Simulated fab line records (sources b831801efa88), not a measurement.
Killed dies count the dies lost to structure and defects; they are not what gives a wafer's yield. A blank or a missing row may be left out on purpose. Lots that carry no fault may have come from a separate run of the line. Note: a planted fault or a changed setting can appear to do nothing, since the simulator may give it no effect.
Which tool was responsible? :: flow gf180mcu :: 72 wafers from 24 lots sampled at 3 of the route's 602 steps

WHAT THE GAUGES READ, wafer by wafer
GF_HV_LDD_OVL_MEAS_47.
lot: L074
measured: day 12 15:02
on: overlay-01
HV_LDD_03_OVL (nm): 0.0 1.0 -0.2

lot: L075
measured: day 12 16:52
on: overlay-02
HV_LDD_03_OVL (nm): 2.4 0.9 0.1

lot: L076
measured: day 12 22:14
on: overlay-01
HV_LDD_03_OVL (nm): 1.1 3.4 1.9

lot: L077
measured: day 13 04:58
on: overlay-02
HV_LDD_03_OVL (nm): -2.7 -2.3 -1.3

lot: L078
measured: day 13 17:09
on: overlay-02
HV_LDD_03_OVL (nm): 3.1 -0.4 -0.9

lot: L079
measured: day 13 21:52
on: overlay-02
HV_LDD_03_OVL (nm): 0.2 0.9 1.3

lot: L080
measured: day 14 14:13
on: overlay-01
HV_LDD_03_OVL (nm): 1.1 2.6 1.9

lot: L081
measured: day 15 00:06
on: overlay-02
HV_LDD_03_OVL (nm): 0.6 0.5 1.9

lot: L082
measured: day 15 07:04
on: overlay-01
HV_LDD_03_OVL (nm): 1.3 -0.1 0.6

lot: L083
measured: day 15 11:22
on: overlay-01
HV_LDD_03_OVL (nm): 0.4 0.6 1.2

lot: L084
measured: day 16 03:30
on: overlay-02
HV_LDD_03_OVL (nm): 1.4 -0.7 1.0

lot: L085
measured: day 16 09:21
on: overlay-02
HV_LDD_03_OVL (nm): 2.1 1.1 1.5

lot: L086
measured: day 16 11:42
on: overlay-01
HV_LDD_03_OVL (nm): 1.1 1.0 -0.4

lot: L087
measured: day 16 17:07
on: overlay-01
HV_LDD_03_OVL (nm): 1.7 0.2 -0.2

lot: L088
measured: day 17 07:14
on: overlay-01
HV_LDD_03_OVL (nm): 0.5 -1.4 -0.4

lot: L089
measured: day 17 20:59
on: overlay-01
HV_LDD_03_OVL (nm): 1.3 0.2 0.5

lot: L091
measured: day 18 08:15
on: overlay-02
HV_LDD_03_OVL (nm): 3.2 2.0 1.2

lot: L090
measured: day 18 08:30
on: overlay-02
HV_LDD_03_OVL (nm): -3.9 -2.0 -1.7

lot: L092
measured: day 18 12:09
on: overlay-02
HV_LDD_03_OVL (nm): 0.3 2.9 1.3

lot: L093
measured: day 18 22:51
on: overlay-01
HV_LDD_03_OVL (nm): 0.3 0.2 -0.7

lot: L094
measured: day 18 23:17
on: overlay-01
HV_LDD_03_OVL (nm): 1.2 3.2 2.9

lot: L095
measured: day 19 15:11
on: overlay-02
HV_LDD_03_OVL (nm): 2.2 2.3 2.4

lot: L096
measured: day 19 23:10
on: overlay-02
HV_LDD_03_OVL (nm): 0.7 0.1 1.1

lot: L097
measured: day 20 00:33
on: overlay-02
HV_LDD_03_OVL (nm): -1.8 -0.3 0.9

GF_M4_RS_MEAS_05: measurement is done with a four-point probe.
lot: L074
measured: day 22 19:27
on: film-metro-03
M4_ALCU_RS (ohm/sq): 0.0692 0.0692 0.0703

lot: L075
measured: day 22 23:11
on: film-metro-03
M4_ALCU_RS (ohm/sq): 0.0693 0.0692 0.0693

lot: L076
measured: day 23 01:24
on: film-metro-03
M4_ALCU_RS (ohm/sq): 0.0700 0.0702 0.0703

lot: L077
measured: day 23 08:15
on: film-metro-03
M4_ALCU_RS (ohm/sq): 0.0703 0.0700 0.0694

lot: L078
measured: day 23 23:13
on: film-metro-03
M4_ALCU_RS (ohm/sq): 0.0693 0.0698 0.0709

lot: L079
measured: day 24 04:59
on: film-metro-03
M4_ALCU_RS (ohm/sq): 0.0695 0.0698 0.0690

lot: L080
measured: day 24 21:38
on: film-metro-01
M4_ALCU_RS (ohm/sq): 0.0707 0.0703 0.0714

lot: L081
measured: day 25 06:07
on: film-metro-03
M4_ALCU_RS (ohm/sq): 0.0690 0.0688 0.0706

lot: L082
measured: day 25 14:02
on: film-metro-03
M4_ALCU_RS (ohm/sq): 0.0695 0.0688 0.0695

lot: L083
measured: day 25 16:54
on: film-metro-01
M4_ALCU_RS (ohm/sq): 0.0708 0.0718 0.0711

lot: L084
measured: day 26 09:24
on: film-metro-03
M4_ALCU_RS (ohm/sq): 0.0705 0.0698 0.0704

lot: L085
measured: day 26 14:01
on: film-metro-01
M4_ALCU_RS (ohm/sq): 0.0695 0.0710 0.0704

lot: L086
measured: day 26 17:41
on: film-metro-01
M4_ALCU_RS (ohm/sq): 0.0688 0.0687 0.0691

lot: L087
measured: day 26 21:46
on: film-metro-03
M4_ALCU_RS (ohm/sq): 0.0704 0.0708 0.0712

lot: L088
measured: day 27 10:27
on: film-metro-01
M4_ALCU_RS (ohm/sq): 0.0691 0.0703 0.0711

lot: L089
measured: day 27 19:08
on: film-metro-01
M4_ALCU_RS (ohm/sq): 0.0712 0.0705 0.0706

lot: L091
measured: day 28 07:07
on: film-metro-01
M4_ALCU_RS (ohm/sq): 0.0704 0.0704 0.0703

lot: L090
measured: day 28 09:29
on: film-metro-03
M4_ALCU_RS (ohm/sq): 0.0689 0.0700 0.0690

lot: L092
measured: day 28 10:25
on: film-metro-03
M4_ALCU_RS (ohm/sq): 0.0692 0.0695 0.0690

lot: L093
measured: day 28 20:07
on: film-metro-03
M4_ALCU_RS (ohm/sq): 0.0692 0.0702 0.0701

lot: L094
measured: day 28 21:09
on: film-metro-03
M4_ALCU_RS (ohm/sq): 0.0699 0.0696 0.0696

lot: L095
measured: day 29 08:33
on: film-metro-03
M4_ALCU_RS (ohm/sq): 0.0702 0.0700 0.0702

lot: L096
measured: day 29 14:44
on: film-metro-01
M4_ALCU_RS (ohm/sq): 0.0694 0.0690 0.0699

lot: L097
measured: day 29 14:58
on: film-metro-03
M4_ALCU_RS (ohm/sq): 0.0702 0.0701 0.0705

GF_V4_OVL_MEAS_15.
lot: L074
measured: day 24 17:15
on: overlay-01
V4_OVL (nm): -7 -5 -1

lot: L075
measured: day 24 21:24
on: overlay-02
V4_OVL (nm): -4 -3 0

lot: L076
measured: day 24 23:12
on: overlay-01
V4_OVL (nm): -1 -6 4

lot: L077
measured: day 25 06:04
on: overlay-01
V4_OVL (nm): -9 5 0

lot: L078
measured: day 25 20:02
on: overlay-02
V4_OVL (nm): -2 3 1

lot: L079
measured: day 26 01:00
on: overlay-01
V4_OVL (nm): 3 1 8

lot: L080
measured: day 26 16:28
on: overlay-01
V4_OVL (nm): -5 6 -3

lot: L081
measured: day 27 00:09
on: overlay-01
V4_OVL (nm): 6 6 -1

lot: L082
measured: day 27 08:16
on: overlay-01
V4_OVL (nm): 2 -1 4

lot: L083
measured: day 27 11:22
on: overlay-01
V4_OVL (nm): 0 3 7

lot: L084
measured: day 28 02:57
on: overlay-02
V4_OVL (nm): -5 -5 -1

lot: L085
measured: day 28 07:36
on: overlay-02
V4_OVL (nm): -7 2 -2

lot: L086
measured: day 28 10:48
on: overlay-01
V4_OVL (nm): -3 -5 3

lot: L087
measured: day 28 15:23
on: overlay-02
V4_OVL (nm): 6 1 -5

lot: L088
measured: day 29 03:12
on: overlay-01
V4_OVL (nm): -7 -1 -1

lot: L089
measured: day 29 11:11
on: overlay-01
V4_OVL (nm): 8 3 -3

lot: L091
measured: day 29 23:01
on: overlay-02
V4_OVL (nm): 11 1 6

lot: L090
measured: day 30 01:26
on: overlay-02
V4_OVL (nm): -6 3 1

lot: L092
measured: day 30 02:05
on: overlay-02
V4_OVL (nm): 9 10 13

lot: L093
measured: day 30 11:12
on: overlay-01
V4_OVL (nm): -2 -6 -4

lot: L094
measured: day 30 11:20
on: overlay-02
V4_OVL (nm): -9 -4 4

lot: L095
measured: day 30 23:02
on: overlay-01
V4_OVL (nm): -5 3 -9

lot: L096
measured: day 31 04:40
on: overlay-01
V4_OVL (nm): 4 0 1

lot: L097
measured: day 31 04:56
on: overlay-02
V4_OVL (nm): -6 0 -3

EACH LOT AND THE TOOL THAT RAN IT (in order: tool; ch and the chambers of the sampled wafers; start)
The record shows no process step preceding these readings.

AS READ BY THE TOOLS THEMSELVES (means over the sampled wafers that have a number; for cases with no such wafer, the mark the record gives instead)
The record holds no such reading with a usual standard deviation.

THE ANSWER, worked out from the rows above alone
Rule: what is usual is taken from the lots themselves. Put in order of their means at a reading, lots are off if they are a third of the lots or fewer, leave a main group of 4 or more, and stand apart from it by a gap of 3 or more times the standard deviation of the main group's means; of several such gaps the widest counts. A main group whose means are all the same, to the digits that the tables above print for the reading, isn't used. A lot without any number at a reading at which 4 lots or more have one is off too. All remaining lots with rows at the step are treated as sound. The gauges are gone through in route order, then the tools' own readings, and for those a lot's mean is taken as printed above. The first step at which some lot is off is used, and at that step the reading that is off furthest; a lot without a number counts as furthest.
No lot is off at any reading shown: from this, nothing can be told.

WHAT THE SIMULATOR HAD PUT IN
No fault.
